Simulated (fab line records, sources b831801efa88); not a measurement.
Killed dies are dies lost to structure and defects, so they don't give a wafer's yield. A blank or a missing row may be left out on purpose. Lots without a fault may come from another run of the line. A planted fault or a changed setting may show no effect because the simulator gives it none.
Chamber matching | flow sky130 | SKY_POLY_GATE_ETCH_16 on rie_diel-02: 4 sister chambers
The step etches Si3N4 in CH3F/O2, stops on poly-Si, time 147.5 s, target depth 75 nm. 4 wafers are shown with their chamber, then 11 later ones without.

WAFERS WITH THEIR CHAMBER
wafer  | chamber | drypump_motor_current_A (A)
L078.4 | 3       | 5.2
L086.4 | 1       | 5.9
L086.5 | 2       | 5.6
L088.1 | 0       | 5.4

WAFERS WITHOUT THEIR CHAMBER
wafer  | drypump_motor_current_A (A)
L088.4 | 5.2
L088.5 | 6.0
L089.1 | 5.4
L089.5 | 5.2
L089.6 | 5.3
L090.2 | 5.4
L090.4 | 5.2
L090.6 | 5.2
L095.1 | 5.2
L095.4 | 5.9
L095.5 | 5.5

WHICH CHAMBER EACH WENT THROUGH
wafer  | from the rows above     | in truth
L088.4 | 3                       | 3
L088.5 | 1                       | 1
L089.1 | 0                       | 0
L089.5 | 3                       | 3
L089.6 | can't be placed: 3 or 0 | 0
L090.2 | 0                       | 0
L090.4 | 3                       | 3
L090.6 | 3                       | 3
L095.1 | 3                       | 3
L095.4 | 1                       | 1
L095.5 | can't be placed: 0 or 2 | 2
Placed correctly: 9 of 11. Can't be placed from these rows: 2 (the true chamber is among the candidates in 2). Placed wrongly: 0.
How it was worked out, from the rows above alone: a wafer's distance from a chamber is the root of the sum, over the readings, of the square of ((its reading less the chamber's mean) divided by the reading's scatter). The wafer belongs to the nearest chamber; if the next one is less than 2 further off, it can't be placed. A chamber's mean is the mean of its shown wafers. The scatter: with one shown wafer a chamber, the root of the mean of the squares of how far each hidden wafer lies from its nearest shown one.
